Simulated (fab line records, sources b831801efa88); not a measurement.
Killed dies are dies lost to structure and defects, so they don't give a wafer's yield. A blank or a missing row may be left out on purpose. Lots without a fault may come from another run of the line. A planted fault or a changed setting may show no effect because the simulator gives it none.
A struck lot beside a sound one | flow sky130 | 16 steps out of a route of 708
Sound: wafers L876.1, L876.3, L876.5. Struck: wafers L866.1, L866.2, L866.6. The cause comes at the end.
At each step with rows: each side's tool, then ch and its chambers, then its first start. Under that, the readings that differ: sound wafers | struck wafers | difference of the means | sigmas: that difference in standard deviations of wafers without a fault.
alike: readings whose means differ by less than 2 such deviations, and words and numbers that are the same on both sides. not compared: withheld readings, readings that some wafer has no value for, bounds like >300 that may hide the same value, and numbers for which the record gives no deviation and whose values overlap.
The two part at a step that has a row with sigmas, a row that says differs or no value, or rows on one side only. Numbers that don't overlap but have no deviation are shown without sigmas and don't part them. A reading that every wafer of one side lacks parts them only if that side has two wafers or more.

first, 3 steps without rows for these wafers: SKY_SONOS_TUNNEL_EXPOSE_04 (exposes mask TUNM, target cd 410 nm); SKY_SONOS_TUNNEL_PEB_05; SKY_SONOS_TUNNEL_DEVELOP_06 (develop time 60 s).
SKY_SONOS_TUNNEL_CD_MEAS_07: target cd 410 nm.
  sound on cd_sem-02, day 18 13:12; struck on cd_sem-02, day 15 10:54
  alike: cd_nm
SKY_SONOS_TUNNEL_OVL_MEAS_08:
  sound on overlay-01, day 18 13:19; struck on overlay-01, day 15 11:01
  alike: SONOS_TUNNEL_OVL
then, 3 steps without rows for these wafers: SKY_SONOS_TUNNEL_IMPLANT_09; SKY_SONOS_TUNNEL_WET_ETCH_10 (etches SiO2 in dHF, target depth 14 nm, time 280 s); SKY_SONOS_TUNNEL_STRIP_11 (strips in SPM, time 600 s).
SKY_SONOS_TUNNEL_TW_MEAS_12:
  sound on film_metro-01, day 18 13:47; struck on film_metro-03, day 15 11:28
  alike: SONOS_TUNNEL_TW
then, 2 steps without rows for these wafers: SKY_SONOS_TUNNEL_CLEAN_13 (cleans in dHF, time 20 s); SKY_SONOS_ONO_OXIDATION_00 (stabilise 600 s, purge 300 s, target thk 2.6 nm).
SKY_SONOS_ONO_THK_MEAS_01:
  sound on film_metro-02, day 18 16:26; struck on film_metro-03, day 15 12:53
  alike: SONOS_ONO_OXIDATION_THK
SKY_SONOS_ONO_CVD_02: deposits Si3N4 from DCS/NH3, target thk 10.5 nm, time 180 s.
  sound on lpcvd-02 ch 0, day 18 18:01; struck on lpcvd-02 ch 1, day 15 14:33
  reading                                     | sound             | struck            | difference | sigmas
  pressure_mtorr (mTorr)                      | 250.7 250.4 250.7 | 300.1 300.8 300.9 | +50.0      | +94
  spike_tc_centre_C (C)                       | 771.6 772.9 773.2 | 769.5 770.6 770.7 | -2.3       | -2
  model.Si3N4_of_SONOS_ONO_CVD_02.thk_nm (nm) | 10.49 10.47 10.45 | 11.21 11.16 11.19 | +0.72      |
  alike: susceptor_temp_C, zone_power_top_pct
SKY_SONOS_ONO_THK_MEAS_03:
  sound on film_metro-04, day 18 19:35; struck on film_metro-02, day 15 15:36
  reading                   | sound             | struck            | difference | sigmas
  SONOS_ONO_CVD_02_THK (nm) | 10.52 10.45 10.47 | 11.20 11.17 11.25 | +0.73      | +5
then, 1 step without rows for these wafers: SKY_SONOS_ONO_CVD_04 (deposits SiO2 from SiH4/N2O, target thk 5.7199 nm).
-- the record jumps here: 33 days lie between the struck wafers' starts before and after (it left off in module SONOS_ONO and takes up again in module PAD_OPEN, whose first step shown is number 708 of the route) --
SKY_PAD_OPEN_PROBE_99:
  sound on prober-01, day 50 18:08; struck on prober-02, day 49 00:17
  reading                               | sound                | struck               | difference | sigmas
  model.etest.cap_ono.gate_log10_a_cm2  | -7.737 -7.828 -7.78  | -8.397 -8.466 -8.393 | -0.637     |
  model.etest.cap_ono.tox_acc_nm (nm)   | 12.75 12.82 12.81    | 13.26 13.35 13.21    | +0.48      |
  model.etest.sonos_programmed.vt_v (V) | 1.545 1.533 1.49     | 1.243 1.219 1.294    | -0.271     |
  model.etest.sonos_erased.vt_v (V)     | -2.345 -2.307 -2.352 | -2.128 -2.119 -2.155 | +0.201     |
  model.etest.sonos_baked.vt_v (V)      | 0.9855 0.9882 0.9452 | 0.8874 0.8393 0.8475 | -0.1149    |
  alike: killed_at_M0_to_M3, killed_at_M4_up, killed_at_contacts, killed_at_front_end, killed_at_other, killed_dies, killed_open, killed_short

WHERE THEY PART
First at SKY_SONOS_ONO_CVD_02; last, within this record, at SKY_SONOS_ONO_THK_MEAS_03. Later steps at which nothing parts them and some readings are alike: SKY_PAD_OPEN_PROBE_99.

WHY: what the simulator had put in
Process parameter drift: lpcvd-02, from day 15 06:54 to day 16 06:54, at SKY_SONOS_ONO_CVD_02. Setting pressure_mtorr, moved by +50, from 250. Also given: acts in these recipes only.
